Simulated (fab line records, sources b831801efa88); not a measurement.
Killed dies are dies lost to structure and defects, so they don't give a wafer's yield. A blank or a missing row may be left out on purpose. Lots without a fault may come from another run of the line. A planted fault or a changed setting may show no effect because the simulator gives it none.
Which tool did it? | flow gf180mcu | 24 lots, 72 wafers sampled, at 4 steps of a route of 602

WHAT THE GAUGES READ, wafer by wafer
GF_M3_CD_MEAS_14: target cd 280 nm.
lot  | measured     | on        | cd_nm (nm)
L074 | day 21 09:38 | cd_sem-02 | 280.4 281.4 281.0
L075 | day 21 17:09 | cd_sem-02 | 281.4 280.5 282.0
L076 | day 22 03:10 | cd_sem-02 | 280.8 282.7 280.8
L077 | day 22 17:33 | cd_sem-01 | 280.7 280.7 282.0
L078 | day 23 04:14 | cd_sem-02 | 279.7 279.4 279.0
L079 | day 23 06:58 | cd_sem-01 | 279.0 279.6 278.8
L080 | day 23 16:59 | cd_sem-01 | 279.4 280.5 279.6
L081 | day 23 20:25 | cd_sem-02 | 281.1 281.5 282.2
L082 | day 24 04:04 | cd_sem-01 | 279.8 279.4 281.4
L083 | day 24 13:37 | cd_sem-02 | 280.3 282.1 281.2
L084 | day 24 20:40 | cd_sem-01 | 279.3 279.9 280.0
L085 | day 25 10:31 | cd_sem-02 | 279.3 279.5 281.0
L086 | day 25 16:44 | cd_sem-01 | 277.4 278.5 278.2
L087 | day 25 21:52 | cd_sem-01 | 282.1 281.6 281.4
L088 | day 26 08:59 | cd_sem-01 | 279.6 279.0 278.5
L089 | day 26 12:40 | cd_sem-01 | 278.8 279.1 280.6
L090 | day 26 23:47 | cd_sem-01 | 278.5 280.8 279.6
L091 | day 27 03:49 | cd_sem-01 | 281.4 282.4 281.5
L092 | day 27 19:41 | cd_sem-01 | 280.7 279.9 281.3
L093 | day 28 00:44 | cd_sem-02 | 280.0 281.1 281.5
L094 | day 28 03:20 | cd_sem-01 | 282.3 281.2 283.2
L095 | day 28 05:41 | cd_sem-01 | 280.3 280.7 280.8
L096 | day 28 14:57 | cd_sem-01 | 280.4 281.0 281.2
L097 | day 28 23:22 | cd_sem-02 | 279.0 279.9 279.2

WHICH TOOL RAN EACH LOT (tool, then ch and the chambers of the sampled wafers, then the start)
lot  | GF_V1_ETCH_16                      | GF_V1_STRIP_18                       | GF_M3_SOFTBAKE_10
L074 | rie_diel-04 ch 0,2,3, day 18 04:11 | plasma_asher-02 ch 0,1, day 18 04:19 | litho_track-01 ch 0, day 20 22:02
L075 | rie_diel-03 ch 2,3, day 18 13:49   | plasma_asher-02 ch 0,1, day 18 13:57 | litho_track-01 ch 0, day 21 06:02
L076 | rie_diel-03 ch 0,2,3, day 18 22:31 | plasma_asher-03 ch 1, day 18 22:39   | litho_track-04 ch 0, day 21 15:11
L077 | rie_diel-04 ch 0,3, day 19 14:40   | plasma_asher-02 ch 0,1, day 19 14:48 | litho_track-02 ch 0, day 22 06:12
L078 | rie_diel-04 ch 0,1,2, day 20 02:40 | plasma_asher-03 ch 0,1, day 20 02:48 | litho_track-01 ch 0, day 22 16:52
L079 | rie_diel-02 ch 0,1, day 20 03:22   | plasma_asher-04 ch 0,1, day 20 03:30 | litho_track-01 ch 0, day 22 18:58
L080 | rie_diel-04 ch 0,1, day 20 14:43   | plasma_asher-02 ch 0,1, day 20 14:51 | litho_track-02 ch 0, day 23 05:48
L081 | rie_diel-02 ch 0,1,3, day 20 19:04 | plasma_asher-03 ch 0,1, day 20 19:14 | litho_track-04 ch 0, day 23 09:32
L082 | rie_diel-03 ch 0,1, day 21 03:55   | plasma_asher-03 ch 0,1, day 21 04:05 | litho_track-04 ch 0, day 23 17:11
L083 | rie_diel-02 ch 0,2, day 21 11:23   | plasma_asher-02 ch 1, day 21 11:31   | litho_track-04 ch 0, day 24 02:53
L084 | rie_diel-02 ch 0,1, day 21 21:05   | plasma_asher-04 ch 0,1, day 21 21:15 | litho_track-04 ch 0, day 24 10:11
L085 | rie_diel-02 ch 0,2, day 22 11:01   | plasma_asher-04 ch 0,1, day 22 11:11 | litho_track-04 ch 0, day 24 23:56
L086 | rie_diel-02 ch 0,2,3, day 22 16:52 | plasma_asher-02 ch 0,1, day 22 17:02 | litho_track-02 ch 0, day 25 06:12
L087 | rie_diel-04 ch 0,1,2, day 22 23:08 | plasma_asher-04 ch 0,1, day 22 23:18 | litho_track-01 ch 0, day 25 11:13
L088 | rie_diel-04 ch 1,2,3, day 23 09:56 | plasma_asher-02 ch 0,1, day 23 10:06 | litho_track-04 ch 0, day 25 22:22
L089 | rie_diel-04 ch 0,2, day 23 15:29   | plasma_asher-03 ch 0,1, day 23 15:39 | litho_track-04 ch 0, day 26 02:32
L090 | rie_diel-02 ch 0,1,3, day 24 03:34 | plasma_asher-02 ch 0,1, day 24 03:42 | litho_track-04 ch 0, day 26 13:17
L091 | rie_diel-02 ch 1,2,3, day 24 07:40 | plasma_asher-02 ch 0,1, day 24 07:50 | litho_track-02 ch 0, day 26 17:11
L092 | rie_diel-02 ch 1,2,3, day 25 02:02 | plasma_asher-04 ch 0,1, day 25 02:10 | litho_track-02 ch 0, day 27 09:53
L093 | rie_diel-04 ch 1,2,3, day 25 06:47 | plasma_asher-04 ch 0,1, day 25 06:55 | litho_track-04 ch 0, day 27 14:49
L094 | rie_diel-04 ch 1,2,3, day 25 08:28 | plasma_asher-04 ch 0,1, day 25 08:35 | litho_track-01 ch 0, day 27 17:14
L095 | rie_diel-04 ch 1,2,3, day 25 12:29 | plasma_asher-04 ch 0,1, day 25 12:37 | litho_track-02 ch 0, day 27 19:57
L096 | rie_diel-03 ch 1,2,3, day 25 22:25 | plasma_asher-02 ch 0,1, day 25 22:32 | litho_track-04 ch 0, day 28 05:28
L097 | rie_diel-02 ch 0,1,3, day 26 06:17 | plasma_asher-03 ch 0,1, day 26 06:25 | litho_track-04 ch 0, day 28 12:56
- GF_V1_ETCH_16: etches BARC in N2/H2.
- GF_V1_STRIP_18: strips in O2/N2.
- GF_M3_SOFTBAKE_10: time 60.96 s.

WHAT THE TOOLS THEMSELVES READ (means of the sampled wafers that have a number; where no wafer has one, the mark that the record gives instead)
GF_V1_ETCH_16.
lot  | tool        | drypump_motor_current_A (A) | h2_flow_sccm (sccm) | oes_product_au (a.u.) | throttle_valve_pct (%)
L074 | rie_diel-04 | 5.7                         | 199.7               | 0.858                 | 13.224
L075 | rie_diel-03 | 5.9                         | 200.2               | 0.854                 | 13.215
L076 | rie_diel-03 | 6.1                         | 201.0               | 0.856                 | 13.220
L077 | rie_diel-04 | 5.6                         | 200.2               | 0.860                 | 13.231
L078 | rie_diel-04 | 5.9                         | 200.0               | 0.852                 | 13.223
L079 | rie_diel-02 | 5.2                         | 199.8               | 0.851                 | 13.222
L080 | rie_diel-04 | 5.9                         | 200.0               | 0.858                 | 13.215
L081 | rie_diel-02 | 5.4                         | 199.9               | 0.859                 | 13.238
L082 | rie_diel-03 | 6.1                         | 199.7               | 0.857                 | 13.225
L083 | rie_diel-02 | 5.5                         | 200.3               | 0.855                 | 13.233
L084 | rie_diel-02 | 5.2                         | 199.7               | 0.857                 | 13.219
L085 | rie_diel-02 | 5.5                         | 200.1               | 0.860                 | 13.221
L086 | rie_diel-02 | 5.6                         | 200.0               | 0.854                 | 13.228
L087 | rie_diel-04 | 5.9                         | 199.9               | 0.853                 | 13.220
L088 | rie_diel-04 | 5.8                         | 199.6               | 0.852                 | 13.224
L089 | rie_diel-04 | 5.9                         | 200.3               | 0.850                 | 13.229
L090 | rie_diel-02 | 5.4                         | 200.0               | 0.856                 | 13.226
L091 | rie_diel-02 | 5.5                         | 199.9               | 0.853                 | 13.225
L092 | rie_diel-02 | 5.6                         | 199.8               | 0.854                 | 13.233
L093 | rie_diel-04 | 5.8                         | 200.4               | 0.854                 | 13.227
L094 | rie_diel-04 | 5.8                         | 200.4               | 0.851                 | 13.221
L095 | rie_diel-04 | 5.8                         | 200.0               | 0.854                 | 13.225
L096 | rie_diel-03 | 6.1                         | 199.8               | 0.851                 | 13.219
L097 | rie_diel-02 | 5.4                         | 200.0               | 0.858                 | 13.232

GF_V1_STRIP_18.
lot  | tool            | drypump_motor_current_A (A) | heater_power_w (W) | oes_product_au (a.u.)
L074 | plasma_asher-02 | 6.2                         | 323                | 0.588
L075 | plasma_asher-02 | 6.2                         | 327                | 0.593
L076 | plasma_asher-03 | 5.9                         | 293                | 0.592
L077 | plasma_asher-02 | 6.2                         | 326                | 0.593
L078 | plasma_asher-03 | 5.3                         | 326                | 0.594
L079 | plasma_asher-04 | 5.0                         | 350                | 0.591
L080 | plasma_asher-02 | 6.2                         | 326                | 0.597
L081 | plasma_asher-03 | 5.5                         | 311                | 0.593
L082 | plasma_asher-03 | 5.5                         | 311                | 0.591
L083 | plasma_asher-02 | 5.8                         | 325                | 0.584
L084 | plasma_asher-04 | 5.3                         | 381                | 0.595
L085 | plasma_asher-04 | 5.0                         | 351                | 0.596
L086 | plasma_asher-02 | 6.0                         | 324                | 0.592
L087 | plasma_asher-04 | 5.0                         | 348                | 0.593
L088 | plasma_asher-02 | 6.0                         | 329                | 0.591
L089 | plasma_asher-03 | 5.6                         | 312                | 0.589
L090 | plasma_asher-02 | 6.0                         | 324                | 0.596
L091 | plasma_asher-02 | 6.0                         | 327                | 0.591
L092 | plasma_asher-04 | 5.0                         | 350                | 0.597
L093 | plasma_asher-04 | 5.3                         | 381                | 0.596
L094 | plasma_asher-04 | 5.0                         | 350                | 0.595
L095 | plasma_asher-04 | 4.9                         | 351                | 0.593
L096 | plasma_asher-02 | 6.2                         | 327                | 0.593
L097 | plasma_asher-03 | 5.3                         | 331                | 0.591

GF_M3_SOFTBAKE_10.
lot  | tool           | plate_sensor_t_centre_C (C) | plate_sensor_t_edge_C (C) | softbake_temp_c (C)
L074 | litho_track-01 | 131.01                      | 131.21                    | 129.93
L075 | litho_track-01 | 131.02                      | 131.21                    | 130.00
L076 | litho_track-04 | 131.02                      | 131.20                    | 130.02
L077 | litho_track-02 | 131.02                      | 131.20                    | 130.00
L078 | litho_track-01 | 131.01                      | 131.22                    | 130.00
L079 | litho_track-01 | 131.01                      | 131.21                    | 130.00
L080 | litho_track-02 | 131.02                      | 131.21                    | 130.06
L081 | litho_track-04 | 131.00                      | 131.22                    | 129.92
L082 | litho_track-04 | 131.02                      | 131.21                    | 129.96
L083 | litho_track-04 | 131.02                      | 131.21                    | 129.93
L084 | litho_track-04 | 131.02                      | 131.21                    | 130.23
L085 | litho_track-04 | 131.01                      | 131.21                    | 130.25
L086 | litho_track-02 | 131.02                      | 131.21                    | 129.95
L087 | litho_track-01 | 131.02                      | 131.20                    | 129.97
L088 | litho_track-04 | 131.02                      | 131.22                    | 130.10
L089 | litho_track-04 | 131.02                      | 131.21                    | 129.91
L090 | litho_track-04 | 131.02                      | 131.21                    | 129.94
L091 | litho_track-02 | 131.02                      | 131.21                    | 130.06
L092 | litho_track-02 | 131.02                      | 131.21                    | 130.03
L093 | litho_track-04 | 131.02                      | 131.21                    | 129.99
L094 | litho_track-01 | 131.01                      | 131.21                    | 129.96
L095 | litho_track-02 | 131.02                      | 131.20                    | 129.95
L096 | litho_track-04 | 131.01                      | 131.21                    | 129.84
L097 | litho_track-04 | 131.01                      | 131.21                    | 129.74

THE ANSWER, worked out from the rows above alone
Rule: what is usual is taken from the lots themselves. Put in order of their means at a reading, lots are off if they are a third of the lots or fewer, leave a main group of 4 or more, and stand apart from it by a gap of 3 or more times the standard deviation of the main group's means; of several such gaps the widest counts. A main group whose means are all the same, to the digits that the tables above print for the reading, isn't used. A lot without any number at a reading at which 4 lots or more have one is off too. The other lots that the step has rows for count as sound. The gauges are gone through in route order, then the tools' own readings, and for those a lot's mean is taken as printed above. The first step at which some lot is off is used, and at that step the reading that is off furthest; a lot without a number counts as furthest.
No lot is off at any reading shown: from this, nothing can be told.

WHAT THE SIMULATOR HAD PUT IN
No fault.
